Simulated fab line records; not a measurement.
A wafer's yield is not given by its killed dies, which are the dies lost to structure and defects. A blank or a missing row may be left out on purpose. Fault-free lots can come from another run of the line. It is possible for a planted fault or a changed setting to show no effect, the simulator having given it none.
Chamber matching -- flow gf180mcu -- cmp-02 running GF_V5_CMP_26: 4 sister chambers
The step polishes, stops on SiO2, t overpolish 15 s, target thk 0 nm. 18 wafers are shown with their chamber, then 9 later ones without.

## WAFERS PAIRED WITH THEIR CHAMBERS
wafer,chamber,motor-current-A (A),overpolish-run-s (s),head-pressure-psi (psi)
L208.2,1,12.0,15.011,3.501
L208.3,3,13.0,14.992,3.505
L208.5,2,12.7,14.984,3.493
L210.1,1,11.5,15.015,3.506
L210.3,2,13.1,14.999,3.503
L210.6,1,11.5,15.003,3.499
L219.1,2,12.4,14.994,3.496
L219.3,1,10.9,15.008,3.483
L219.4,3,13.0,15.014,3.512
L221.2,0,11.9,14.997,3.495
L221.3,2,12.6,15.006,3.497
L221.5,0,12.2,15.011,3.506
L222.2,0,12.0,15.008,3.507
L222.3,2,13.4,15.001,3.517
L222.5,3,13.0,15.010,3.500
L223.2,1,11.6,14.992,3.493
L223.4,2,12.1,15.001,3.502
L223.5,2,12.5,14.986,3.503

SIGNATURES (means of the wafers above)
reading,chamber 0,chamber 1,chamber 2,chamber 3,scatter within a chamber
motor-current-A,12.033,11.500,12.686,13.000,0.36
overpolish-run-s,15.00533,15.00580,14.99586,15.00533,0.00888
head-pressure-psi,3.50267,3.49640,3.50157,3.50567,0.00775
Rule: for each reading, subtract the chamber's mean from the wafer's reading, divide by that reading's scatter and square the result; add these up over the readings and take the root, which gives the wafer's distance from the chamber. The wafer belongs to the nearest chamber; if the next one is less than 2 further off, it can't be placed. The scatter: take each reading less its chamber's mean, square it, sum over the shown wafers, divide by the number of wafers less the number of chambers, and take the root.

## WAFERS WITHOUT THEIR CHAMBER
wafer,motor-current-A (A),overpolish-run-s (s),head-pressure-psi (psi)
L226.1,11.6,15.007,3.516
L226.4,12.3,14.992,3.487
L226.5,12.1,14.994,3.496
L228.2,12.0,15.001,3.505
L228.4,11.8,14.991,3.495
L228.5,11.8,15.007,3.485
L229.2,11.7,14.993,3.509
L229.4,11.8,14.996,3.493
L229.5,13.2,15.009,3.493

## WHICH CHAMBER EACH ONE RAN IN
wafer,from the rows above,in truth
L226.1,can't be placed: 0 or 1 or 2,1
L226.4,can't be placed: 2 or 0 or 1 or 3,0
L226.5,can't be placed: 0 or 2 or 1 or 3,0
L228.2,can't be placed: 0 or 1 or 2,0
L228.4,can't be placed: 1 or 0 or 2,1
L228.5,can't be placed: 1 or 0 or 2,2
L229.2,can't be placed: 0 or 1 or 2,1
L229.4,can't be placed: 1 or 0 or 2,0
L229.5,can't be placed: 3 or 2 or 0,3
Correct placement for 0 of the 9. Not placeable from these rows: 9 (in 9, the candidates include the true chamber). 0 placed wrongly.
